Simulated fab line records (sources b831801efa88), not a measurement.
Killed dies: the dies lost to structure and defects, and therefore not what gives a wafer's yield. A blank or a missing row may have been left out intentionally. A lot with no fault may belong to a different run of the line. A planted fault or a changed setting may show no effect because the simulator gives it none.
8D (eight disciplines) problem report, filled in by code :: flow sky130 :: the parts of the form that need people (team, actions taken, sign-off) are left out

## 1. THE ISSUE
oes product au at SKY_LDD_LDN_STRIP_12 reads a mean of 0.945 a.u. on 3 wafers of 1 lot; wafers without a fault read 0.716 a.u. with a standard deviation of 0.004. Relative to the usual mean, that is a shift of +57 standard deviations.
The step: strips in O2/N2.
Seen first at day 26 15:47 on plasma asher-01, wafer L630.1. At this step, 36 wafers from 12 lots have a number in the record. By rule, "out" or "out of limits" means more than 4 standard deviations away from the usual mean. All remaining wafers that have a number are taken as sound.

## 2. WHAT IT IS, WHAT IT ISN'T
question: which readings at this step
is: oes product au
is not: drypump motor current A, o2 flow sccm

question: which lots
is: L630
is not: L624, L626, L627, L628, L633, L640, L641, L642, L644, L645, L647

question: which wafers of those lots
is: all that have a number
is not: -

question: read on which tools
is: plasma asher-01
is not: plasma asher-02, plasma asher-04

question: when
is: from day 26 15:47
is not: up to then (12 sound wafers); but 21 sound wafers of L633, L640, L641, L642, L644, L645, L647 came after

## 3. WHAT RULES OUT EACH SUSPECT
Counting: a tool stays on the suspect list if, at a process step up to the reading, it processed all lots that are out and no sound lot following the first of them.
- plasma asher-04 at SKY_SONOS_ONO_STRIP_17 (strips in O2/N2): ruled out as a lasting fault. After its first lot that is out, L630 (day 16 03:11), sound lots L641, L645 ran on it.
- plasma asher-01 at SKY_LDD_LDN_STRIP_12 (strips in O2/N2): ruled out as a lasting fault. After its first lot that is out, L630 (day 26 15:47), sound lots L641, L644, L645, L647 ran on it.
Left after counting: nothing in the record.

## 4. THE CAUSE (what the simulator had put in)
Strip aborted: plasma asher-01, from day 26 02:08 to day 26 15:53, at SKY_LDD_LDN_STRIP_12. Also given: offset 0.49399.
Counting ruled it out, wrongly.

## 5. THE CHAIN OF EFFECTS, in route order
Each row: a reading whose mean over the struck wafers that have a number lies more than 3 standard deviations from the usual. Scope: only readings with a usual standard deviation given in the record; hours: median across lots of the time from each lot's start at the first step in this table that gives one to its start at this step; sigmas: change in usual standard deviations.
hours: 0
step: SKY_LDD_LDN_STRIP_12
reading: oes product au
usual: 0.716 a.u.
on struck wafers: 0.945
change: +0.229
sigmas: +57

hours: 526
step: SKY_PAD_OPEN_PROBE_99
reading: killed at front end
usual: 16
on struck wafers: 421
change: +405
sigmas: +90

hours: 526
step: SKY_PAD_OPEN_PROBE_99
reading: killed dies
usual: 87
on struck wafers: 492
change: +405
sigmas: +45

hours: 526
step: SKY_PAD_OPEN_PROBE_99
reading: killed on rim
usual: 17
on struck wafers: 96
change: +79
sigmas: +22
It contains these process steps:
- SKY_LDD_LDN_STRIP_12: strips in O2/N2.
- SKY_PAD_OPEN_PROBE_99
Readings that are blank on the struck wafers while sound wafers have them: strip time to endpoint s at SKY_LDD_LDN_STRIP_12.

## 6. HOW IT WOULD HAVE BEEN CAUGHT EARLIER
In this record no reading fell out of limits until day 26 15:47, 14 hours after the fault had begun at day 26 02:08.
